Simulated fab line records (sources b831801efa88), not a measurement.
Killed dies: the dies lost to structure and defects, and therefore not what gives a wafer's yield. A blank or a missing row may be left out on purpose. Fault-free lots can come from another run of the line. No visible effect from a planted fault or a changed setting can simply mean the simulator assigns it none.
Which tool did it? :: flow sky130 :: Sampling: 12 lots, 36 wafers, 5 of 708 route steps

WHAT EACH GAUGE READ, for each wafer
SKY_CONTACT_RS_MEAS_25: uses a four-point probe to measure.
lot: L078
measured: day 33 08:45
on: film-metro-01
CONTACT_W_RS (ohm/sq): 0.335 0.342 0.334

lot: L074
measured: day 33 15:00
on: film-metro-01
CONTACT_W_RS (ohm/sq): 0.330 0.329 0.333

lot: L080
measured: day 34 01:43
on: film-metro-01
CONTACT_W_RS (ohm/sq): 0.351 0.340 0.351

lot: L081
measured: day 34 06:39
on: film-metro-03
CONTACT_W_RS (ohm/sq): 0.327 0.339 0.332

lot: L083
measured: day 35 03:03
on: film-metro-01
CONTACT_W_RS (ohm/sq): 0.336 0.340 0.346

lot: L085
measured: day 35 11:45
on: film-metro-01
CONTACT_W_RS (ohm/sq): 0.331 0.333 0.334

lot: L087
measured: day 36 04:03
on: film-metro-03
CONTACT_W_RS (ohm/sq): 0.329 0.336 0.332

lot: L089
measured: day 36 17:33
on: film-metro-04
CONTACT_W_RS (ohm/sq): 0.333 0.337 0.337

lot: L091
measured: day 37 09:01
on: film-metro-03
CONTACT_W_RS (ohm/sq): 0.342 0.339 0.342

lot: L093
measured: day 37 22:56
on: film-metro-04
CONTACT_W_RS (ohm/sq): 0.343 0.337 0.344

lot: L095
measured: day 38 16:30
on: film-metro-01
CONTACT_W_RS (ohm/sq): 0.340 0.344 0.334

lot: L097
measured: day 39 03:10
on: film-metro-03
CONTACT_W_RS (ohm/sq): 0.339 0.337 0.332

WHICH TOOL RAN EACH LOT (tool, then ch and the chambers of the sampled wafers, then the start)
lot: L078
SKY_SD_N_RTA_14: rtp-anneal-02 ch 0, day 29 17:25
SKY_LI_CONTACT_ETCH_14: rie-diel-02 ch 1,2,3, day 30 23:19
SKY_LI_CONTACT_CMP_24: cmp-02 ch 1,2,3, day 31 00:14
SKY_CONTACT_CVD_24: cvd-w-01 ch 0,1, day 33 08:38

lot: L074
SKY_SD_N_RTA_14: rtp-anneal-01 ch 0, day 29 22:40
SKY_LI_CONTACT_ETCH_14: rie-diel-04 ch 1,2,3, day 31 04:40
SKY_LI_CONTACT_CMP_24: cmp-02 ch 2,3, day 31 05:32
SKY_CONTACT_CVD_24: cvd-w-02 ch 1, day 33 14:53

lot: L080
SKY_SD_N_RTA_14: rtp-anneal-01 ch 0, day 30 11:56
SKY_LI_CONTACT_ETCH_14: rie-diel-03 ch 0,3, day 31 16:49
SKY_LI_CONTACT_CMP_24: cmp-01 ch 1,2, day 31 17:46
SKY_CONTACT_CVD_24: cvd-w-01 ch 0,1, day 34 01:37

lot: L081
SKY_SD_N_RTA_14: rtp-anneal-01 ch 0, day 30 16:23
SKY_LI_CONTACT_ETCH_14: rie-diel-03 ch 0,1, day 31 21:30
SKY_LI_CONTACT_CMP_24: cmp-02 ch 0,2,3, day 31 22:29
SKY_CONTACT_CVD_24: cvd-w-02 ch 0,1, day 34 06:31

lot: L083
SKY_SD_N_RTA_14: rtp-anneal-01 ch 0, day 31 14:38
SKY_LI_CONTACT_ETCH_14: rie-diel-03 ch 2,3, day 32 18:10
SKY_LI_CONTACT_CMP_24: cmp-02 ch 2,3, day 32 19:02
SKY_CONTACT_CVD_24: cvd-w-01 ch 0,1, day 35 02:56

lot: L085
SKY_SD_N_RTA_14: rtp-anneal-01 ch 0, day 31 23:13
SKY_LI_CONTACT_ETCH_14: rie-diel-02 ch 0,2,3, day 33 03:13
SKY_LI_CONTACT_CMP_24: cmp-02 ch 0,2, day 33 04:18
SKY_CONTACT_CVD_24: cvd-w-02 ch 0,1, day 35 11:38

lot: L087
SKY_SD_N_RTA_14: rtp-anneal-01 ch 0, day 32 15:47
SKY_LI_CONTACT_ETCH_14: rie-diel-03 ch 0,1,2, day 33 18:36
SKY_LI_CONTACT_CMP_24: cmp-01 ch 0,1,3, day 33 19:31
SKY_CONTACT_CVD_24: cvd-w-02 ch 0,1, day 36 03:56

lot: L089
SKY_SD_N_RTA_14: rtp-anneal-01 ch 0, day 33 06:19
SKY_LI_CONTACT_ETCH_14: rie-diel-02 ch 0,1,2, day 34 10:02
SKY_LI_CONTACT_CMP_24: cmp-01 ch 1,2,3, day 34 10:57
SKY_CONTACT_CVD_24: cvd-w-02 ch 0,1, day 36 17:26

lot: L091
SKY_SD_N_RTA_14: rtp-anneal-01 ch 0, day 33 20:37
SKY_LI_CONTACT_ETCH_14: rie-diel-03 ch 0,2,3, day 35 00:33
SKY_LI_CONTACT_CMP_24: cmp-01 ch 0,2,3, day 35 01:27
SKY_CONTACT_CVD_24: cvd-w-01 ch 0,1, day 37 08:54

lot: L093
SKY_SD_N_RTA_14: rtp-anneal-01 ch 0, day 34 12:04
SKY_LI_CONTACT_ETCH_14: rie-diel-03 ch 1,2,3, day 35 15:50
SKY_LI_CONTACT_CMP_24: cmp-01 ch 0,1,3, day 35 16:50
SKY_CONTACT_CVD_24: cvd-w-01 ch 0,1, day 37 22:49

lot: L095
SKY_SD_N_RTA_14: rtp-anneal-01 ch 0, day 35 06:17
SKY_LI_CONTACT_ETCH_14: rie-diel-04 ch 0,2,3, day 36 09:18
SKY_LI_CONTACT_CMP_24: cmp-02 ch 0,2,3, day 36 10:17
SKY_CONTACT_CVD_24: cvd-w-01 ch 0,1, day 38 16:22

lot: L097
SKY_SD_N_RTA_14: rtp-anneal-01 ch 0, day 35 16:29
SKY_LI_CONTACT_ETCH_14: rie-diel-02 ch 1,2,3, day 36 20:09
SKY_LI_CONTACT_CMP_24: cmp-02 ch 0,1,3, day 36 21:02
SKY_CONTACT_CVD_24: cvd-w-01 ch 0,1, day 39 03:02
- SKY_SD_N_RTA_14: time 2 s.
- SKY_LI_CONTACT_ETCH_14: etches BARC in N2/H2, stops on SiO2, time 45.9 s, target depth 60 nm.
- SKY_LI_CONTACT_CMP_24: polishes, stops on PSG, t overpolish 20 s, target thk 0 nm.
- SKY_CONTACT_CVD_24: deposits W, target thk 340 nm, time 102.12 s.

THE ANSWER, worked out from the rows above alone
Rule: the usual values come from the lots themselves. Put in order of their means at a reading, lots are off if they are a third of the lots or fewer, leave a main group of 4 or more, and stand apart from it by a gap of 3 or more times the standard deviation of the main group's means; of several such gaps the widest counts. The tables above print the reading to a certain number of digits; a main group whose means all agree to those digits is not used. Also off: a lot with no number at a reading for which 4 or more lots have one. The other lots that the step has rows for count as sound.
No lot is off on any of the readings shown, so nothing can be concluded from this.

WHAT THE SIMULATOR HAD INSERTED
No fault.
